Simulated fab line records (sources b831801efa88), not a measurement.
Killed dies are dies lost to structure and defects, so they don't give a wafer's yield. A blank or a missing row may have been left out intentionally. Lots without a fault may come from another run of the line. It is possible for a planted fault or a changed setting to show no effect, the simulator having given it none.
Struck lot and sound lot, side by side :: flow sky130 :: 15 steps out of a route of 708
Sound: wafers L640.1, L640.3, L640.6. Struck: wafers L633.1, L633.6 (left out: L633.5, a lot-mate that was not struck); the cause follows at the end.
For every step that has rows: the tool of each side, followed by ch and its chambers, followed by its first start. Under that, the readings that differ: sound wafers :: struck wafers :: difference of the means :: sigmas: that difference in standard deviations of wafers without a fault.
alike: readings with means less than 2 such deviations apart, plus words and numbers identical on both sides. not compared: withheld readings, readings lacking a value on some wafer, bounds such as >300 that could conceal the same value, and numbers that have no deviation in the record and whose values overlap.
The two part at a step that has a row with sigmas, a row that says differs or no value, or rows on one side only. Numbers that have no deviation but don't overlap get no sigmas and don't part them. Lack of a reading on every wafer of one side parts them only where that side has two or more wafers.

first, 8 steps without rows for these wafers: SKY_VIA1_DEHYDRATE_04 (time 60 s); SKY_VIA1_HMDS_05 (prime time 60 s); SKY_VIA1_COAT_06 (resist thk 60 nm); SKY_VIA1_COAT_07 (resist thk 450 nm); SKY_VIA1_SOFTBAKE_08 (time 90 s); SKY_VIA1_EXPOSE_09 (exposes mask VIM, target cd 150 nm); SKY_VIA1_PEB_10; SKY_VIA1_DEVELOP_11 (develop time 60 s).
SKY_VIA1_CD_MEAS_12: the cd target is 150 nm.
  struck on cd sem-02, day 37 17:02; sound on cd sem-01, day 39 19:23
  alike: cd nm
SKY_VIA1_OVL_MEAS_13:
  struck on overlay-02, day 37 17:09; sound on overlay-02, day 39 19:30
  alike: VIA1_OVL
SKY_VIA1_ETCH_14: etches BARC in N2/H2, stops on SiO2, time 45.9 s, target depth 60 nm.
  sound on rie diel-04 ch 1,2, day 39 19:32; struck on rie diel-01 ch 0,3, day 37 17:11
  alike: drypump motor current A, oes product au, throttle valve pct
  not compared: rf hours counter h
SKY_VIA1_ETCH_15: etches SiO2 in C4F8/O2/Ar, stops on TiN, target depth 351 nm, time 54 s.
  sound on rie diel-04 ch 1,2, day 39 19:35; struck on rie diel-01 ch 0,3, day 37 17:14
  alike: oes product au
  not compared: rf hours counter h
SKY_VIA1_STRIP_16: strips in O2/N2.
  sound on plasma asher-03 ch 0,1, day 39 19:38; struck on plasma asher-04 ch 1, day 37 17:16
reading: o2 flow sccm (sccm)
sound: 3001 3004 3006
struck: 3618 3599
difference: +605
sigmas: +70

reading: strip time to endpoint s (s)
sound: 4.453 4.463 4.444
struck: 4.417 4.388
difference: -0.051
sigmas: -2
  alike: drypump motor current A, oes product au
  not compared: rf hours counter h
then, 1 step without rows for these wafers: SKY_VIA1_STRIP_17 (strips in post etch residue remover, time 1200 s).
-- the record jumps here: 11 days lie between the struck wafers' starts before and after (it left off in module VIA1 and takes up again in module PAD_OPEN, whose first step shown is number 708 of the route) --
SKY_PAD_OPEN_PROBE_99:
  struck on prober-02, day 48 14:59; sound on prober-01, day 50 04:35
reading: killed at front end
sound: 9 21 19
struck: 6 7
difference: -10
sigmas: -2
  alike: defect limited yield, killed_at_M0_to_M3, killed_at_M4_up, killed at contacts, killed at other, killed dies, killed open, killed short, sort_bin_3_pad_short, sort_bin_5_function, sort_bin_6_memory, sort n pass, sort yield pct

WHERE THEY PART
At SKY_VIA1_STRIP_16 first; at SKY_PAD_OPEN_PROBE_99 last (within this record only).

WHY: the cause the simulator had injected
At SKY_VIA1_STRIP_16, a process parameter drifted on plasma asher-04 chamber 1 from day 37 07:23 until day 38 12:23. Setting o2 flow sccm shifted by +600 from 3000. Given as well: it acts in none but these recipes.
